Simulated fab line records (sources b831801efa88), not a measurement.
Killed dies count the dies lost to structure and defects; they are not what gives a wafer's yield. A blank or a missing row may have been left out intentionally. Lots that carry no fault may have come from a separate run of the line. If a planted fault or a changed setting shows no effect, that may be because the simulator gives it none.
Chamber matching ; flow gf180mcu ; GF_STI_WET_ETCH_17 on wet bench-03 has 3 sister chambers
The step etches Si3N4 in H3PO4, target depth 45 nm, time 514 s. 14 wafers are shown with their chamber, then 4 later ones without.

WAFERS PAIRED WITH THEIR CHAMBERS
wafer;chamber;run length s (s)
L670.2;3;545
L670.4;3;545
L670.5;3;545
L671.2;3;547
L671.4;3;547
L671.5;3;547
L675.2;1;540
L675.3;1;540
L675.6;1;540
L678.2;2;539
L678.4;2;539
L678.6;2;539
L690.1;1;542
L690.3;1;542

SIGNATURES (means of the wafers above)
reading;chamber 1;chamber 2;chamber 3;scatter within a chamber
run length s;540.80;539.00;546.00;0.991
Rule: for each reading, subtract the chamber's mean from the wafer's reading, divide by that reading's scatter and square the result; add these up over the readings and take the root, which gives the wafer's distance from the chamber. If the next closest chamber is less than 2 further off than the closest, the wafer can't be placed; otherwise it belongs to the closest. The scatter: the root of (the sum of the squares of (reading less its chamber's mean) over the shown wafers, divided by (wafers less chambers)).

WAFERS WHOSE CHAMBER IS MISSING
wafer;run length s (s)
L690.4;542
L693.4;540
L693.5;540
L693.6;540

EACH ONE'S CHAMBER
wafer;from the rows above;in truth
L690.4;can't be placed: 1 or 2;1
L693.4;can't be placed: 1 or 2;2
L693.5;can't be placed: 1 or 2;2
L693.6;can't be placed: 1 or 2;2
0 of 4 placed correctly. Can't be placed from these rows: 4 (the true chamber is among the candidates in 4). Placed wrongly: 0.
